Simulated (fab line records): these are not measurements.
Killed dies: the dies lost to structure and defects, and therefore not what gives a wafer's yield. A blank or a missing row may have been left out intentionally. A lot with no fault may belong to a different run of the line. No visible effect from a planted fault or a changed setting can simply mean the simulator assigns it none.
Which tool is to blame?    flow gf180mcu    39 wafers from 13 lots sampled at 2 of the route's 602 steps

WHAT THE GAUGES READ, wafer by wafer
GF_V4_CD_MEAS_14: target cd 260 nm. Usual: cd-nm 260.1 nm, standard deviation 1.2.
lot   measured      on         cd-nm (nm)         flag
L648  day 24 06:10  cd-sem-02  260.2 261.4 260.4  
L649  day 24 15:11  cd-sem-02  260.8 260.7 260.1  
L650  day 25 00:44  cd-sem-01  259.7 262.3 260.6  
L651  day 25 09:59  cd-sem-01  257.2 259.4 260.3  
L654  day 26 11:53  cd-sem-01  260.8 261.1 260.4  
L656  day 27 04:03  cd-sem-02  260.9 259.4 259.8  
L657  day 27 17:40  cd-sem-01  260.2 261.1 261.1  
L659  day 28 02:27  cd-sem-01  259.0 258.5 258.8  
L664  day 29 18:26  cd-sem-02  260.9 261.6 260.8  
L668  day 30 16:29  cd-sem-02  259.0 259.5 259.3  
L669  day 30 23:07  cd-sem-02  260.3 261.5 260.1  
L670  day 31 02:14  cd-sem-01  259.0 258.7 258.8  
L671  day 31 05:55  cd-sem-02  260.7 260.8 260.3  

GF_V4_THK_MEAS_25: measures by xrf. Usual: V4_W_THK gives 350 nm (standard deviation 4.5).
lot   measured      on             V4_W_THK (nm)  flag
L648  day 24 07:29  film-metro-03  343 347 343    
L649  day 24 16:20  film-metro-04  357 351 356    
L650  day 25 01:52  film-metro-03  356 353 357    
L651  day 25 11:08  film-metro-04  354 355 346    
L654  day 26 13:02  film-metro-03  350 346 345    
L656  day 27 05:17  film-metro-03  347 347 353    
L657  day 27 18:49  film-metro-01  352 343 349    
L659  day 28 03:40  film-metro-03  351 348 345    
L664  day 29 19:46  film-metro-03  350 350 352    
L668  day 30 17:40  film-metro-03  344 344 346    
L669  day 31 00:18  film-metro-04  356 355 353    
L670  day 31 03:23  film-metro-04  353 349 350    
L671  day 31 07:02  film-metro-03  346 346 348    

EACH LOT AND THE TOOL THAT RAN IT (in order: tool; ch and the chambers of the sampled wafers; start)
The record shows no process step preceding these readings.

WHAT THE TOOLS THEMSELVES READ (means of the sampled wafers that have a number; where no wafer has one, the mark that the record gives instead)
The record holds no such reading with a usual standard deviation.

THE ANSWER, worked out from the rows above alone
Rule: lot off if the mean of its wafers having a number is beyond 3 standard deviations from the usual mean. Also off: a lot with no number at a reading for which 4 or more lots have one. Where the step has rows for the other lots, those lots are counted as sound. First the gauges in route order, then the tools' own readings, where a lot's mean is used as printed above. The first step at which some lot is off is used, and at that step the reading that is off furthest; a lot without a number counts as furthest.
None of the lots is off at any reading shown; this tells nothing.

WHAT THE SIMULATOR PUT IN
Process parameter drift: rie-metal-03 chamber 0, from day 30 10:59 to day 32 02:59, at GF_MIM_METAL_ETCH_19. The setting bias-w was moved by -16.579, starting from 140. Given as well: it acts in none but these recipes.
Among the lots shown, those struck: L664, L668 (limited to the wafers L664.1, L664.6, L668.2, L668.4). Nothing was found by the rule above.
